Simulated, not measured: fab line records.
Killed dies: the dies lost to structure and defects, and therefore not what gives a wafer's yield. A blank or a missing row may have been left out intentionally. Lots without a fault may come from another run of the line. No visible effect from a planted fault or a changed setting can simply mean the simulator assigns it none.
Which tool did it?    flow sky130    32 wafers from 11 lots sampled at 2 of the route's 708 steps

## WHAT EACH GAUGE READ, for each wafer
SKY_CAPM_RS_MEAS_03: uses a four-point probe to measure.
lot   measured      on             CAPM_TIN_RS (ohm/sq)
L469  day 36 21:34  film-metro-02  6.89 6.93 6.91
L470  day 37 20:09  film-metro-01  6.87 6.96 6.83
L473  day 38 07:18  film-metro-01  6.90 6.86 6.88
L476  day 39 05:37  film-metro-01  6.91 6.88 7.01
L479  day 40 08:36  film-metro-02  6.85 6.89 6.96
L480  day 40 09:13  film-metro-01  7.07 7.03 7.07
L481  day 40 13:57  film-metro-03  6.86 6.83 6.78
L482  day 41 01:52  film-metro-03  6.97 7.03 7.10
L484  day 41 15:55  film-metro-02  6.93 9.15 7.04
L483  day 41 18:44  film-metro-02  6.83 6.87 9.09
L487  day 42 13:41  film-metro-02  9.26 6.99

## TOOL THAT RAN EACH LOT (tool first, then ch and the chambers of the sampled wafers, then the start)
lot   SKY_CAPM_SPUTTER_02
L469  pvd-sputter-01, day 36 21:28
L470  pvd-sputter-02, day 37 20:00
L473  pvd-sputter-01, day 38 07:09
L476  pvd-sputter-01, day 39 05:29
L479  pvd-sputter-02, day 40 08:29
L480  pvd-sputter-01, day 40 09:06
L481  pvd-sputter-02, day 40 13:51
L482  pvd-sputter-01, day 41 01:46
L484  pvd-sputter-01, day 41 15:48
L483  pvd-sputter-01, day 41 18:37
L487  pvd-sputter-01, day 42 13:33
- SKY_CAPM_SPUTTER_02: material TiN, target thk 200 nm, time 166.7 s.

## THE ANSWER, worked out from the rows above alone
Rule: the lots themselves supply what counts as usual. The widest of any qualifying gaps counts: lots, ordered by their means at a reading, are off when they make up no more than a third of the lots, leave a main group of 4 or more, and stand apart from it by 3 or more times the standard deviation of that group's means. Not used: any main group whose means are identical at the precision the tables above print for the reading. A lot without any number at a reading at which 4 lots or more have one is off too. Any other lot the step has rows for is counted as sound.
Off: L484, L483, L487, seen at SKY_CAPM_RS_MEAS_03 (CAPM_TIN_RS). Main group: mean 6.93 ohm/sq, sd 0.074.
A tool fits if, at a process step before that reading, it ran every lot that is off, and no sound lot after the first of them. Gauges at SKY_CAPM_RS_MEAS_03: tried the same way as those tools. Can't be told from this: 2 tools fit, pvd-sputter-01 at SKY_CAPM_SPUTTER_02, film-metro-02 at SKY_CAPM_RS_MEAS_03.

## WHAT WAS PUT IN BY THE SIMULATOR
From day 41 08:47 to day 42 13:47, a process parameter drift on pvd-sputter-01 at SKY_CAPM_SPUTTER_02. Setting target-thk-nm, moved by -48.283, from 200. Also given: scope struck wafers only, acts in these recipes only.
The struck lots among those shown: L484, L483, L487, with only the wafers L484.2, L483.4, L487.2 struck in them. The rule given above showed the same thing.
